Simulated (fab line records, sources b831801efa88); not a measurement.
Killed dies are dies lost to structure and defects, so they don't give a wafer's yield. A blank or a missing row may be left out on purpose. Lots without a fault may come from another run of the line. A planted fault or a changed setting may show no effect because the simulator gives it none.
Problem report in the 8D (eight disciplines) form, filled by code | flow sky130 | the parts of the form that need people (team, actions taken, sign-off) are left out

1. THE PROBLEM
LDD_P_TW at SKY_LDD_P_TW_MEAS_11 reads a mean of 358 on 9 wafers of 3 lots; wafers without a fault read 632 with a standard deviation of 5.5. That is -50 standard deviations from the usual mean.
First seen on wafer L753.1, day 25 00:19, on film_metro-04. The record holds 36 wafers of 12 lots with a number at this step. Rule for "out", or "out of limits": more than 4 standard deviations from the usual mean. The other wafers with a number count as sound.

2. WHAT IT IS AND WHAT IT IS NOT
question                    | is                                          | is not
which readings at this step | LDD_P_TW                                    | -
which lots                  | L753, L754, L755                            | L737, L741, L743, L745, L746, L747, L749, L750, L757
which wafers of those lots  | all that have a number                      | -
read on which gauges        | film_metro-01, film_metro-02, film_metro-04 | -
when                        | from day 25 00:19                           | up to then (24 sound wafers); but 3 sound wafers of L757 came after

3. SUSPECTS, AND WHAT RULES EACH OUT
Counting: a tool at a process step up to the reading stays a suspect if it ran every lot that is out and no sound lot after the first of them.
- the gauge at SKY_LDD_P_TW_MEAS_11: ruled out. The wafers that are out were read on 3 gauges (film_metro-01, film_metro-02, film_metro-04).
- implanter-01 at SKY_LDD_P_IMPLANT_09: kept. It ran every lot that is out, first L753 (day 25 00:04), and no sound lot after that; its last sound lot up to then is L750 (day 23 22:54). Its own readings are out on those wafers: dose_ions_cm2, faraday_current_uA.
Left after counting: implanter-01 at SKY_LDD_P_IMPLANT_09.

4. THE CAUSE (what the simulator had put in)
Process parameter drift: implanter-01, from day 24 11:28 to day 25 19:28, at SKY_LDD_P_IMPLANT_09. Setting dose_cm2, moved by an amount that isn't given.
Counting left only this tool.

5. THE CHAIN OF EFFECTS, in route order
Each row: a reading whose mean over the struck wafers that have a number lies more than 3 standard deviations from the usual. Only readings for which the record gives a usual standard deviation are gone through. hours: the time from each lot's start at the first step in this table that gives one to its start at this step, as a median over the lots. sigmas: the change in usual standard deviations.
hours | step                 | reading            | usual      | on struck wafers | change      | sigmas
0     | SKY_LDD_P_IMPLANT_09 | dose_ions_cm2      | 1.0001e+13 | 1.6109e+12       | -8.3901e+12 | -99 or more
0     | SKY_LDD_P_IMPLANT_09 | faraday_current_uA | 56.5       | 9.1              | -47.4       | -43
0     | SKY_LDD_P_TW_MEAS_11 | LDD_P_TW           | 632        | 358              | -274        | -50
The process steps in it:
- SKY_LDD_P_IMPLANT_09
Later measuring or inspecting steps at which every struck wafer that the step has a row for has a number for every such reading, and none has moved that far: SKY_LDD_HVP_TW_MEAS_10.

6. WHAT WOULD HAVE CAUGHT IT SOONER
In this record the first reading out of limits at a measuring or inspecting step was taken at day 25 00:19, 13 hours after the fault began at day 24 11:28.
The tool's own readings at SKY_LDD_P_IMPLANT_09 were out on every struck wafer that the step has a row for (dose_ions_cm2, faraday_current_uA): an alarm limit on them would have fired on the first of those.
Of the lots that are out (3), L754, L755 began SKY_LDD_P_IMPLANT_09 on implanter-01 after day 25 00:19. A hold on the tool at that time would have spared those 2.
